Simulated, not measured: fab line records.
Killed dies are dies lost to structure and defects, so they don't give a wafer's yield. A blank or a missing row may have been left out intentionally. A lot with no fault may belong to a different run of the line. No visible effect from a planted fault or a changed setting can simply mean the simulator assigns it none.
Comparing a struck lot with a sound one + flow sky130 + 16 steps out of a route of 708
Sound: the wafers L840.1, L840.2, L840.3. Wafers L850.1, L850.4, L850.6 were the ones struck. The cause is named last.
At each step with rows: each side's tool, then ch and its chambers, then its first start. Under that, the readings that differ: sound wafers + struck wafers + difference of the means + sigmas: that difference in standard deviations of wafers without a fault.
alike: readings whose means differ by less than 2 such deviations, and words and numbers that are the same on both sides. not compared: withheld readings, readings that some wafer has no value for, bounds like >300 that may hide the same value, and numbers for which the record gives no deviation and whose values overlap.
The two part at a step that has a row with sigmas, a row that says differs or no value, or rows on one side only. Numbers that don't overlap but have no deviation are shown without sigmas and don't part them. A reading that every wafer of one side lacks parts them only if that side has two wafers or more.

first, 5 steps without rows for these wafers: SKY_SONOS_TUNNEL_COAT_02 (resist thk 1140 nm); SKY_SONOS_TUNNEL_SOFTBAKE_03 (time 60 s); SKY_SONOS_TUNNEL_EXPOSE_04 (exposes mask TUNM, target cd 410 nm); SKY_SONOS_TUNNEL_PEB_05; SKY_SONOS_TUNNEL_DEVELOP_06 (develop time 60 s).
SKY_SONOS_TUNNEL_CD_MEAS_07: the cd target is 410 nm.
  sound on cd sem-01, day 14 19:17; struck on cd sem-02, day 17 20:35
  alike: cd nm
SKY_SONOS_TUNNEL_OVL_MEAS_08:
  sound on overlay-02, day 14 19:24; struck on overlay-02, day 17 20:42
  alike: SONOS_TUNNEL_OVL
then, 3 steps without rows for these wafers: SKY_SONOS_TUNNEL_IMPLANT_09; SKY_SONOS_TUNNEL_WET_ETCH_10 (etches SiO2 in dHF, target depth 14 nm, time 280 s); SKY_SONOS_TUNNEL_STRIP_11 (strips in SPM, time 600 s).
SKY_SONOS_TUNNEL_TW_MEAS_12:
  sound on film metro-01, day 14 19:51; struck on film metro-01, day 17 21:08
  alike: SONOS_TUNNEL_TW
then, 1 step without rows for these wafers: SKY_SONOS_TUNNEL_CLEAN_13 (cleans in dHF, time 20 s).
SKY_SONOS_ONO_OXIDATION_00: stabilise 600 s, purge 300 s, target thk 2.6 nm.
  sound on furnace-01 ch 0, day 14 21:02; struck on furnace-01 ch 0, day 17 21:50
| reading                                          | sound            | struck            | difference | sigmas |
|--------------------------------------------------|------------------|-------------------|------------|--------|
| model.SiO2_of_SONOS_ONO_OXIDATION_00.thk nm (nm) | 2.65 2.671 2.624 | 2.784 2.854 2.773 | +0.155     |        |
  alike: ox temp c
SKY_SONOS_ONO_THK_MEAS_01:
  sound on film metro-01, day 14 22:22; struck on film metro-02, day 17 23:11
| reading                      | sound          | struck         | difference | sigmas |
|------------------------------|----------------|----------------|------------|--------|
| SONOS_ONO_OXIDATION_THK (nm) | 2.60 2.64 2.61 | 2.85 2.89 2.78 | +0.22      | +4     |
then, 1 step without rows for these wafers: SKY_SONOS_ONO_CVD_02 (deposits Si3N4 from DCS/NH3, target thk 10.5 nm, time 180 s).
-- here the record skips 33 days between the struck wafers' starts before and after, leaving off in module SONOS_ONO and picking up in module PAD_OPEN (first step shown: number 708 of the route) --
SKY_PAD_OPEN_PROBE_99:
  sound on prober-02, day 48 10:49; struck on prober-02, day 50 11:32
| reading                           | sound               | struck               | difference | sigmas |
|-----------------------------------|---------------------|----------------------|------------|--------|
| model.etest.sonos erased.vt v (V) | -2.227 -2.26 -2.209 | -1.968 -1.859 -2.079 | +0.263     |        |
  alike: killed_at_M0_to_M3, killed_at_M4_up, killed at contacts, killed at front end, killed at other, killed dies, killed open, killed short

## WHERE THEY PART
SKY_SONOS_ONO_THK_MEAS_01 only, going by this record. Later steps at which nothing parts them and some readings are alike: SKY_PAD_OPEN_PROBE_99.

WHY: what had been put in by the simulator
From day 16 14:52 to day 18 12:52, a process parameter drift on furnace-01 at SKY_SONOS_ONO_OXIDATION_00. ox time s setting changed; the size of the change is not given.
